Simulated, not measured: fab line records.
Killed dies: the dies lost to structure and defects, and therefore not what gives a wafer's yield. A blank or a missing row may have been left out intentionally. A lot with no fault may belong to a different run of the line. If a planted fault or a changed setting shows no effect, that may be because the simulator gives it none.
fab line records -- flow sky130
record: lots: 4, wafers: 12, lastDay: 50
route steps=708 shown VIA2@527 METAL3@532 CAPM@537 PAD_OPEN@708
lots that met no fault: from a run of the same line without faults
startH: the number of hours between the record's first day and the start of the first shown wafer of the lot -- waitH: hours from the lot's prior step to this one -- " the same as in the row above -- L1.1+2: several wafers, shown together as one row -- - no value, or no start given -- * or withheld: withheld -- < > ~ a bound
route shown NAME@n: names a module that has steps shown in the file, with the first one's number in the route -- usual: average and standard deviation across the fault-free wafers -- same: alike in all rows -- chamber/n: place in a boat -- sites: per-site readings -- _std_site: standard deviation across them -- _edge_site: mean of outer sites minus mean of inner sites -- radiusMm: for every site, how far away it sits from the centre of the wafer -- mask NAME#n: copy n -- behind: the last tool/chamber to shape the wafer -- hold: cause of the lot's hold/its duration in hours/its outcome -- device: names the non-switching transistor (n, p or np) -- end of line: the tests these same wafers got at the end of their route -- step lacking rows: just its recipe -- killed: dies that structure and defects cost at the first sort, which is not the same as the wafer's yield -- map: per-die view of a wafer (x killed, . not killed, _ where there is no die)
set.NAME: the setting the step ran with; set.NAME@STEP: the setting that earlier step ran with -- model.NAME: the simulator's own value behind a step, which no gauge read
lots at selected steps of the route; one table per step, one row per wafer
services: when a tool's chamber went out of use (startH, in hours from the record's first day, below 0 if earlier), for how many hours, and the reason
== steps ==
step: SKY_VIA2_SPUTTER_20
recipe: material: TiN, targetThkNm: 20, chamberPressurePa: 5, powerW: 4000, timeS: 80
step: SKY_VIA2_CVD_21
recipe: material: W, targetThkNm: 420, timeS: 126.4, tempC: 400, pressureTorr: 40
step: SKY_VIA2_CMP_24
recipe: stopOn: SiO2, tOverpolishS: 20, downForcePsi: 3.5, platenRpm: 60, targetThkNm: 0, padVelocityMS: 0.94248
step: SKY_METAL3_SPUTTER_00
recipe: material: Ti, targetThkNm: 15, powerW: 3000, timeS: 10, chamberPressurePa: 0.4
step: SKY_METAL3_SPUTTER_01
recipe: material: TiN, targetThkNm: 20, powerW: 6500, timeS: 16.7, chamberPressurePa: 0.3909
step: SKY_METAL3_SPUTTER_02
recipe: material: AlCu, targetThkNm: 735, powerW: 10600, timeS: 39.1, chamberPressurePa: 0.4
step: SKY_METAL3_SPUTTER_03
recipe: material: Ti, targetThkNm: 5, powerW: 3000, timeS: 3.3, chamberPressurePa: 0.4
step: SKY_METAL3_SPUTTER_04
recipe: material: TiN, targetThkNm: 70, powerW: 6500, timeS: 58.3, chamberPressurePa: 0.4
step: SKY_CAPM_CVD_00
recipe: material: SiO2, targetThkNm: 15.5, tempC: 400, timeS: withheld, rfW: 450
step: SKY_CAPM_SPUTTER_02
recipe: material: TiN, targetThkNm: 200, tempC: 300, powerW: 6500, timeS: 166.7, chamberPressurePa: 0.4
usual: chamberPressurePa: 0.4000/0.0008, throttleValvePct: 29.6/0.99
lot.wafer,tool,chamber,startH,waitH,chamberPressurePa,throttleValvePct,model.TiN_of_CAPM_SPUTTER_02.thkNm
L468.1,pvdSputter-04,-,917.91,0.1,0.4007,29.9,186.6
L468.5,pvdSputter-04,-,917.91,0.1,0.3999,30.0,185.5
L468.6,pvdSputter-04,-,917.91,0.1,0.3986,27.9,187.4
L469.1,pvdSputter-04,-,922.01,0.1,0.4010,29.8,186
L469.4,pvdSputter-04,-,922.01,0.1,0.4011,29.9,186.1
L469.6,pvdSputter-04,-,922.01,0.1,0.3998,30.0,188.5
L477.2,pvdSputter-02,-,971.27,0.0,0.4019,30.4,198.7
L477.5,pvdSputter-02,-,971.27,0.0,0.3992,29.5,199.5
L477.6,pvdSputter-02,-,971.27,0.0,0.4008,30.2,197.9
L481.3,pvdSputter-02,-,997.34,0.0,0.4001,29.2,199.4
L481.5,pvdSputter-02,-,997.34,0.0,0.4004,30.7,200.4
L481.6,pvdSputter-02,-,997.34,0.0,0.3984,30.9,197.9
step: SKY_CAPM_RS_MEAS_03
recipe: thkMeasGauge: four-point-probe, reads: TiN_of_CAPM_SPUTTER_02
usual: CAPM_TIN_RS: 6.94/0.071
lot.wafer,tool,chamber,startH,waitH,CAPM_TIN_RS[ohm/sq]
L468.1,filmMetro-04,-,918.02,0.1,7.42
L468.5,filmMetro-04,-,918.02,0.1,7.46
L468.6,filmMetro-04,-,918.02,0.1,7.39
L469.1,filmMetro-04,-,922.12,0.1,7.42
L469.4,filmMetro-04,-,922.12,0.1,7.44
L469.6,filmMetro-04,-,922.12,0.1,7.35
L477.2,filmMetro-02,-,971.40,0.1,6.98
L477.5,filmMetro-02,-,971.40,0.1,6.94
L477.6,filmMetro-02,-,971.40,0.1,7.00
L481.3,filmMetro-02,-,997.48,0.1,6.93
L481.5,filmMetro-02,-,997.48,0.1,6.91
L481.6,filmMetro-02,-,997.48,0.1,7.00
step: SKY_CAPM_THK_MEAS_04
recipe: thkMeasGauge: xrf, reads: TiN_of_CAPM_SPUTTER_02
usual: CAPM_TIN_THK: 196.6/2.4
lot.wafer,tool,chamber,startH,waitH,CAPM_TIN_THK[nm]
L468.1,filmMetro-04,-,918.14,0.1,185.3
L468.5,filmMetro-04,-,918.14,0.1,183.5
L468.6,filmMetro-04,-,918.14,0.1,186.4
L469.1,filmMetro-04,-,922.24,0.1,185.8
L469.4,filmMetro-04,-,922.24,0.1,184.9
L469.6,filmMetro-04,-,922.24,0.1,187.3
L477.2,filmMetro-02,-,971.51,0.1,196.3
L477.5,filmMetro-02,-,971.51,0.1,197.3
L477.6,filmMetro-02,-,971.51,0.1,196.1
L481.3,filmMetro-02,-,997.58,0.1,197.3
L481.5,filmMetro-02,-,997.58,0.1,198.3
L481.6,filmMetro-02,-,997.58,0.1,195.3
step: SKY_CAPM_DEHYDRATE_05
recipe: tempC: 200, timeS: 60
step: SKY_CAPM_HMDS_06
recipe: primeTimeS: 60, primeTempC: 120
step: SKY_CAPM_COAT_07
recipe: resist: NOVOLAK, spinRpm: 3000, resistThkNm: 1140
step: SKY_CAPM_SOFTBAKE_08
recipe: tempC: 90, timeS: 60, resist: NOVOLAK
step: SKY_CAPM_EXPOSE_09
recipe: maskId: CAPM, na: 0.6, sourceShape: conventional, sigmaOuter: 0.6, polarization: unpolarized, targetCdNm: 1000, doseMj: 159
step: SKY_CAPM_PEB_10
recipe: tempC: withheld, timeS: *, resist: NOVOLAK
step: SKY_CAPM_DEVELOP_11
recipe: resist: NOVOLAK, developer: TMAH, developTimeS: 60, devTempC: 23
step: SKY_CAPM_METAL_ETCH_13
recipe: targetDepthNm: 220, stopOn: SiO2, chemistry: Cl2/BCl3, target: TiN, pressureMtorr: 10, icpW: 900, biasW: 48.5, Cl2_flow_sccm: 60, bcl3FlowSccm: 30, timeS: 62.9
usual: drypumpMotorCurrentA: 5.7/0.49, oesProductAu: 0.939/0.0072, throttleValvePct: 21.902/0.0097
lot.wafer,tool,chamber,startH,waitH,drypumpMotorCurrentA,oesProductAu,rfHoursCounterH,throttleValvePct
L468.1,rieMetal-03,0,942.46,0.0,5.5,0.899,6,21.948
L468.5,rieMetal-03,0,942.46,0.0,5.6,0.898,-,21.913
L468.6,rieMetal-03,1,942.46,0.0,5.0,0.898,-,21.921
L469.1,rieMetal-02,1,946.81,0.0,6.0,0.895,14,21.923
L469.4,rieMetal-02,0,946.81,0.0,5.9,0.906,-,21.937
L469.6,rieMetal-02,0,946.81,0.0,5.9,0.908,-,21.921
L477.2,rieMetal-03,1,994.70,0.0,5.0,0.941,4,21.921
L477.5,rieMetal-03,0,994.70,0.0,5.5,0.944,-,21.895
L477.6,rieMetal-03,1,994.70,0.0,5.0,0.936,-,21.897
L481.3,rieMetal-03,1,1021.08,0.0,5.0,0.947,-,21.894
L481.5,rieMetal-03,0,1021.08,0.0,5.6,0.933,-,21.910
L481.6,rieMetal-03,1,1021.08,0.0,5.0,0.934,-,21.910
step: SKY_CAPM_STRIP_14
recipe: chemistry: O2/N2, powerW: 1400, pressureMtorr: 1500, platenTempC: withheld, o2FlowSccm: 3000, n2FlowSccm: 300, overashFraction: 0.5
step: SKY_CAPM_STRIP_15
recipe: chemistry: postEtchResidueRemover, timeS: 1200, tempC: 72.5
step: SKY_CAPM_CLEAN_16
recipe: chemistry: IPA, timeS: 180, tempC: 25
step: SKY_CAPM_CLEAN_17
recipe: chemistry: O3/DIW, dry: n2Spin
step: SKY_METAL3_DEHYDRATE_05
recipe: tempC: 200, timeS: 60
step: SKY_METAL3_HMDS_06
recipe: primeTimeS: 60, primeTempC: 120
step: SKY_METAL3_COAT_07
recipe: resist: BARC, tempC: withheld, timeS: withheld, spinRpm: 3000, resistThkNm: 60
step: SKY_METAL3_COAT_08
recipe: resist: KrF-thick, spinRpm: 2961, resistThkNm: 1140
step: SKY_METAL3_SOFTBAKE_09
recipe: tempC: 100, timeS: 90, resist: KrF-thick
step: SKY_METAL3_EXPOSE_10
recipe: maskId: MM3, na: 0.68, sourceShape: annular, sigmaInner: 0.4, sigmaOuter: 0.8, targetCdNm: 300, doseMj: 28
step: SKY_METAL3_PEB_11
recipe: pebTempC: withheld, pebTimeS: withheld, resist: KrF-thick
step: SKY_METAL3_DEVELOP_12
recipe: developTimeS: 60, resist: KrF-thick, devTempC: 21
step: SKY_METAL3_DESCUM_15
recipe: chemistry: O2, sourcePowerW: 150, biasPowerW: 0, pressureMtorr: 10, tempC: 40, timeS: 8
step: SKY_METAL3_ETCH_16
recipe: chemistry: N2/H2, target: BARC, ionEnergyEv: 200, biasW: 100, pressureMtorr: 30, n2FlowSccm: 100, h2FlowSccm: 200, icpW: 500, stopOn: SiO2, timeS: 88.2, targetDepthA: 600
step: SKY_METAL3_ETCH_17
recipe: target: SiO2, stopOn: TiN, chemistry: C4F8/O2/Ar, sourceW: 1500, biasW: 1200, pressureMtorr: 40, c4f8FlowSccm: withheld, O2_flow_sccm: 6, Ar_flow_sccm: 300, timeS: 3.9, targetDepthA: 150
step: SKY_METAL3_METAL_ETCH_18
recipe: targetDepthA: 8450, stopOn: SiO2, overEtchFrac: 0.3, timeS: 183.1, chemistry: Cl2/BCl3, resistSidewallDeg: 88, pressureMtorr: 10, icpW: 900, biasW: 48.5, Cl2_flow_sccm: 60, bcl3FlowSccm: 30
step: SKY_METAL3_STRIP_20
recipe: chemistry: postEtchResidueRemover, timeS: 1200, tempC: 72.5
usual: bathHeatDutyPct: 13.9/1.1
lot.wafer,tool,chamber,startH,waitH,bathHeatDutyPct,model.TiN_of_CAPM_SPUTTER_02.thkNm
L468.1,wetBench-03,1,967.38,0.1,15.2,185.7
L468.5,wetBench-03,1,967.38,0.1,15.1,184.6
L468.6,wetBench-03,1,967.38,0.1,15.0,186.5
L469.1,wetBench-03,3,972.28,0.1,14.5,185.2
L469.4,wetBench-03,3,972.28,0.1,11.5,185.3
L469.6,wetBench-03,3,972.28,0.1,12.8,187.7
L477.2,wetBench-01,2,1018.83,0.1,14.9,197.9
L477.5,wetBench-01,2,1018.83,0.1,13.6,198.7
L477.6,wetBench-01,2,1018.83,0.1,15.2,197.1
L481.3,wetBench-02,1,1044.86,0.0,14.7,198.6
L481.5,wetBench-02,1,1044.86,0.0,15.5,199.5
L481.6,wetBench-02,1,1044.86,0.0,15.2,197.1
step: SKY_PAD_OPEN_PROBE_99
usual: defectLimitedYield: 82.5/1.9, killed_at_M0_to_M3: 44/7.3, killed_at_M4_up: 3.1/1.9, killedAtContacts: 24/5.3, killedAtFrontEnd: 15/4, killedAtOther: 0.4/0.6, killedDies: 86/9.2, killedOpen: 47/6.9, killedShort: 39/6.9, sort_bin_3_pad_short: 0.8/0.41, sort_bin_5_function: 10.6/1.5, sort_bin_6_memory: 6.1/1.1, sortNPass: 406/9.2, sortYieldPct: 82.5/1.9
same: grossDies: 492, killedAtBackSide: 0, sort_bin_4_leakage[%]: 0, sort_bin_8_speed[%]: 0
lot.wafer,tool,chamber,startH,waitH,defectLimitedYield[%],killed_at_M0_to_M3,killed_at_M4_up,killedAtContacts,killedAtFrontEnd,killedAtOther,killedDies,killedOpen,killedShort,sort_bin_3_pad_short[%],sort_bin_5_function[%],sort_bin_6_memory[%],sortNPass,sortYieldPct[%],model.etest.capMim.plateOhmSq
L468.1,prober-02,-,1124.52,0.1,82.9,39,2,26,17,0,84,52,32,1.0,11.6,4.5,408,82.9,6.463
L468.5,prober-02,-,1124.72,0.2,84.8,31,2,26,16,0,75,43,32,0.4,7.7,7.1,417,84.8,6.438
L468.6,prober-02,-,1124.77,0.2,81.1,48,4,22,19,0,93,56,37,0.6,11.2,7.1,399,81.1,6.368
L469.1,prober-01,-,1133.20,0.1,81.3,45,4,22,21,0,92,57,35,0.6,12.0,6.1,400,81.3,6.476
L469.4,prober-01,-,1133.35,0.2,81.5,46,6,27,12,0,91,52,39,1.0,10.0,7.5,401,81.5,6.489
L469.6,prober-01,-,1133.45,0.2,83.9,36,2,34,7,0,79,46,33,0.2,9.6,6.3,413,83.9,6.418
L477.2,prober-02,-,1168.95,0.1,83.9,36,6,17,19,1,79,43,36,1.6,8.7,5.7,413,83.9,5.997
L477.5,prober-02,-,1169.10,0.2,83.7,50,3,16,11,0,80,44,36,1.4,8.5,6.3,412,83.7,6.013
L477.6,prober-02,-,1169.15,0.2,79.9,38,5,35,21,0,99,42,57,1.4,11.4,7.3,393,79.9,6.079
L481.3,prober-01,-,1188.89,0.2,86.8,25,2,25,13,0,65,37,28,0.8,7.1,5.3,427,86.8,5.972
L481.5,prober-01,-,1188.99,0.2,81.5,46,5,30,9,1,91,50,40,1.0,11.8,5.7,401,81.5,6.014
L481.6,prober-01,-,1189.04,0.2,83.9,41,4,19,15,0,79,44,35,0.8,10.4,4.9,413,83.9,5.981
killed by level:class
L468.1 CONTACT:geometricParticle:open=10 VIA2:geometricParticle:open=10 LI_CONTACT:geometricParticle:open=7 VIA1:geometricParticle:open=6 FIELD_ISO:geometricParticle:open=5 VIA1:geometricParticle:short=5 FIELD_ISO:geometricParticle:short=4 POLY_GATE:geometricParticle:open=4
L468.5 CONTACT:geometricParticle:open=9 POLY_GATE:geometricParticle:open=6 VIA1:geometricParticle:open=6 VIA2:geometricParticle:open=6 LI_CONTACT:geometricParticle:open=5 LOCAL_INTERCONNECT:geometricParticle:short=5 LI_CONTACT:geometricParticle:short=4 VIA3:geometricParticle:open=4
L468.6 CONTACT:geometricParticle:open=12 VIA1:geometricParticle:open=9 FIELD_ISO:geometricParticle:open=8 VIA3:geometricParticle:open=7 POLY_GATE:geometricParticle:open=5 METAL1:geometricParticle:short=5 VIA2:geometricParticle:open=5 METAL3:geometricParticle:short=5
L469.1 VIA1:geometricParticle:open=10 VIA2:geometricParticle:short=8 VIA3:geometricParticle:open=8 FIELD_ISO:geometricParticle:open=7 LI_CONTACT:geometricParticle:open=7 CONTACT:geometricParticle:short=7 CONTACT:geometricParticle:open=7 VIA2:geometricParticle:open=4
L469.4 VIA1:geometricParticle:open=14 LI_CONTACT:geometricParticle:open=8 VIA2:geometricParticle:open=8 CONTACT:geometricParticle:open=6 CONTACT:geometricParticle:short=6 LOCAL_INTERCONNECT:geometricParticle:short=5 VIA1:geometricParticle:short=4 METAL2:geometricParticle:open=4
L469.6 LOCAL_INTERCONNECT:geometricParticle:short=10 CONTACT:geometricParticle:open=9 VIA1:geometricParticle:open=9 LI_CONTACT:geometricParticle:open=8 VIA3:geometricParticle:open=8 METAL2:geometricParticle:short=6 CONTACT:geometricParticle:short=5 VIA2:geometricParticle:open=5
L477.2 LI_CONTACT:geometricParticle:open=8 VIA2:geometricParticle:open=7 FIELD_ISO:geometricParticle:open=5 METAL4:geometricParticle:short=5 VIA3:geometricParticle:open=5 VIA1:geometricParticle:open=5 VIA1:geometricParticle:short=5 VIA2:geometricParticle:short=4
L477.5 VIA1:geometricParticle:open=11 VIA2:geometricParticle:open=9 VIA3:geometricParticle:open=6 CONTACT:geometricParticle:open=6 METAL2:geometricParticle:short=6 METAL3:geometricParticle:short=5 FIELD_ISO:geometricParticle:open=4 VIA3:geometricParticle:short=4
L477.6 METAL1:geometricParticle:short=9 METAL2:geometricParticle:short=9 LI_CONTACT:geometricParticle:open=7 LOCAL_INTERCONNECT:geometricParticle:short=7 CONTACT:geometricParticle:short=7 CONTACT:geometricParticle:open=7 FIELD_ISO:geometricParticle:open=6 POLY_GATE:geometricParticle:short=6
L481.3 LI_CONTACT:geometricParticle:open=7 LOCAL_INTERCONNECT:geometricParticle:short=7 CONTACT:geometricParticle:open=6 POLY_GATE:geometricParticle:short=5 LI_CONTACT:geometricParticle:short=4 VIA3:geometricParticle:open=4 VIA2:geometricParticle:open=4 METAL1:geometricParticle:open=3
L481.5 VIA1:geometricParticle:open=16 LI_CONTACT:geometricParticle:open=13 VIA2:geometricParticle:open=8 LOCAL_INTERCONNECT:geometricParticle:short=5 CONTACT:geometricParticle:open=5 METAL4:geometricParticle:short=5 POLY_GATE:geometricParticle:short=4 LI_CONTACT:geometricParticle:short=4
L481.6 VIA3:geometricParticle:open=14 LI_CONTACT:geometricParticle:open=8 VIA1:geometricParticle:short=7 CONTACT:geometricParticle:open=6 POLY_GATE:geometricParticle:short=4 POLY_GATE:geometricParticle:open=4 METAL2:geometricParticle:short=4 METAL4:geometricParticle:short=4
== services ==
tool,chamber,startH,hours,kind
pvdSputter-04,0,904.44,-,consumableReplace:kit
pvdSputter-04,0,904.44,18.0,scheduledDown
pvdSputter-04,0,904.44,18.0,ventCycle
wetBench-03,-,909.96,1.7,repair
wetBench-02,-,920.25,4.4,pm
pvdSputter-04,-,942.47,0.9,repair
pvdSputter-02,-,951.73,0.9,repair
pvdSputter-04,-,962.60,4.6,repair
rieMetal-02,0,1014.15,1.0,repair
pvdSputter-02,1,1027.52,-,consumableReplace:kit
pvdSputter-02,1,1027.52,18.0,scheduledDown
pvdSputter-02,1,1027.52,18.0,ventCycle
rieMetal-02,-,1044.14,2.8,pm
== key ==
firstSign: step: SKY_CAPM_RS_MEAS_03, reading: CAPM_TIN_RS, direction: up, sigmas: 6.7, usual: 6.94, struck: 7.41
effect: step: SKY_CAPM_THK_MEAS_04, reading: CAPM_TIN_THK, direction: down, sigmas: 4.6, usual: 196.6, struck: 185.6
effect: step: SKY_CAPM_METAL_ETCH_13, reading: oesProductAu, direction: down, sigmas: 5.3, usual: 0.939, struck: 0.901
modelEffect: step: SKY_CAPM_SPUTTER_02, value: TiN_of_CAPM_SPUTTER_02.thkNm, without: 200.4, struck: 186.7
modelEffect: step: SKY_METAL3_STRIP_20, value: TiN_of_CAPM_SPUTTER_02.thkNm, without: 199.6, struck: 185.8
modelEffect: step: SKY_PAD_OPEN_PROBE_99, value: etest.capMim.plateOhmSq, without: 6, struck: 6.442
metAt SKY_CAPM_SPUTTER_02
struckWafers L468.1,L468.5,L468.6,L469.1,L469.4,L469.6
fault: kind: processParameterDrift, tool: pvdSputter-04, chamber: -, onsetH: 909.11, steps: SKY_CAPM_SPUTTER_02, channel: timeS, offset: *, shape: step, endH: 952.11, actsIn: *, stated: *
